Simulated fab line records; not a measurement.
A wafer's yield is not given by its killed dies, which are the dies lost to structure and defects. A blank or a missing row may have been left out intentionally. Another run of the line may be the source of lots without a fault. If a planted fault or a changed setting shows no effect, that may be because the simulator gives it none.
One fault through the eyes of 2 desks ; flow gf180mcu ; each desk holds nothing but its own numbers, with what lay behind them at the end

DESK OF THE TOOL OWNER: rtp_anneal-02
At GF_VT_IMPLANT_RTA_45 (time 30 s), the tool's own readings, given per lot that ran on this tool as the mean of the sampled wafers with a number. A lot is out of limits, marked OUT, if its mean lies more than 4 standard deviations from the usual mean; the brackets give that distance.
Columns: A = lamp_power_pct at GF_VT_IMPLANT_RTA_45, usual 38 %; B = run_length_s at GF_VT_IMPLANT_RTA_45, usual 58.91 s; C = wafer_temp_C_max at GF_VT_IMPLANT_RTA_45, usual 1054.4
lot;first seen here;A;B;C
L545;day 8 06:52;45;59.07;1056.4
L546;day 8 10:27;45;59.17;1054.8
L548;day 9 14:32;45;60.48 (+6.3) OUT;1055.0
L550;day 9 20:23;45;63.37 (+18) OUT;1054.2
L563;day 13 10:19;45;59.20;1055.5
This desk's verdict: out of limits on L548, L550, starting with L548 at day 9 14:32 (run_length_s at GF_VT_IMPLANT_RTA_45). Within limits: L545, L546, L563.

METROLOGY DESK
Means of the sampled wafers that have a number, per lot and without regard to the tool the lot ran on: this is what the gauges read. A lot is out of limits, marked OUT, if its mean lies more than 4 standard deviations from the usual mean; the brackets give that distance.
Columns: A = VT_IMPLANT_02_OVL at GF_VT_IMPLANT_OVL_MEAS_29, usual 0.6 nm
lot;first seen here;A
L545;day 7 14:09;0.0
L544;day 7 15:42;-1.4
L546;day 7 17:56;-0.3
L547;day 8 04:09;0.6
L548;day 8 21:22;1.3
L550;day 9 02:37;3.5
L557;day 10 20:21;1.9
L559;day 11 11:39;-0.3
L560;day 11 17:15;1.5
L561;day 11 20:13;0.8
L563;day 12 14:07;0.7
L564;day 12 18:06;0.7
L565;day 13 06:56;1.9
This desk's finding: nothing out of limits on any of the 13 lots.

ALL TOGETHER
An alarm could have come from the tool owner's desk at day 9 14:32, on L548, L550.
Nothing out of limits was seen by the metrology desk.
The metrology desk holds a record of L548, L550, inside its limits.
All the named lots went through GF_VT_IMPLANT_RTA_45 on rtp_anneal-02.

WHAT WAS PUT IN BY THE SIMULATOR
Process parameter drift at GF_VT_IMPLANT_RTA_45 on rtp_anneal-02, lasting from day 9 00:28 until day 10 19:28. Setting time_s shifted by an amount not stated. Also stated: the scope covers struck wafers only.
Shown lots that were struck: L548, L550.
Delay in hours, fault start to first out-of-limits reading, by desk: the tool owner's desk at 14.
